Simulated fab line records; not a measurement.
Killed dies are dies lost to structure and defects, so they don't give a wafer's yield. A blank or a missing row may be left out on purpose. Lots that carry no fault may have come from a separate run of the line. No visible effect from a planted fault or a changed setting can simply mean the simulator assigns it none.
2 desks looking at one fault | flow sky130 | every desk sees just its own numbers, and what lay behind them comes last

THE METROLOGY DESK
What the gauges read for every lot (on any tool): the sampled wafers with a number, averaged. Any lot whose mean is over 4 standard deviations away from the usual mean is out of limits and marked OUT; that distance is given in the brackets.
Columns: A = VIA1_W_THK at SKY_VIA1_THK_MEAS_23, usual 273 nm; B = CAPM_CVD_00_THK at SKY_CAPM_THK_MEAS_01, usual 15.46 nm; C = METAL3_OVL at SKY_METAL3_OVL_MEAS_14, usual 1 nm
lot  | first seen here | A   | B     | C
L958 | day 34 02:38    | 274 | 15.52 | -2
L961 | day 34 23:37    | 276 | 15.73 | 0
L962 | day 35 04:49    | 278 | 15.43 | 0
L963 | day 35 12:34    | 270 | 15.63 | 10
L966 | day 37 00:40    | 274 | 15.60 | 1
L967 | day 37 01:04    | 274 | 16.20 | 0
L969 | day 37 16:03    | 276 | 16.15 | 2
L973 | day 38 22:12    | 272 | 15.59 | 1
L974 | day 38 22:17    | 278 | 15.16 | -5
L979 | day 40 12:10    | 269 | 15.68 | -1
L981 | day 40 21:14    | 280 | 15.45 | 2
This desk's verdict: no lot among the 11 shows anything out of limits.

THE TOOL OWNER'S DESK: pecvd-02
The tool's own readings at SKY_CAPM_CVD_00 (deposits SiO2, target thk 15.5 nm): means of the sampled wafers that have a number, for each lot that ran on this tool. Any lot whose mean is over 4 standard deviations away from the usual mean is out of limits and marked OUT; that distance is given in the brackets.
Columns: A = heaterPowerW at SKY_CAPM_CVD_00, usual 747 W; B = susceptorTempC at SKY_CAPM_CVD_00, usual 399.99 C
lot  | first seen here | A   | B
L958 | day 36 10:05    | 791 | 400.09
L962 | day 37 12:56    | 733 | 399.85
L967 | day 39 14:40    | 712 | 399.79
L969 | day 39 22:26    | 674 | 399.90
This desk's verdict: no lot among the 4 shows anything out of limits.

ALL TOGETHER
The metrology desk saw nothing out of limits.
The desk of the tool owner found nothing out of limits.

WHAT THE SIMULATOR HAD INSERTED
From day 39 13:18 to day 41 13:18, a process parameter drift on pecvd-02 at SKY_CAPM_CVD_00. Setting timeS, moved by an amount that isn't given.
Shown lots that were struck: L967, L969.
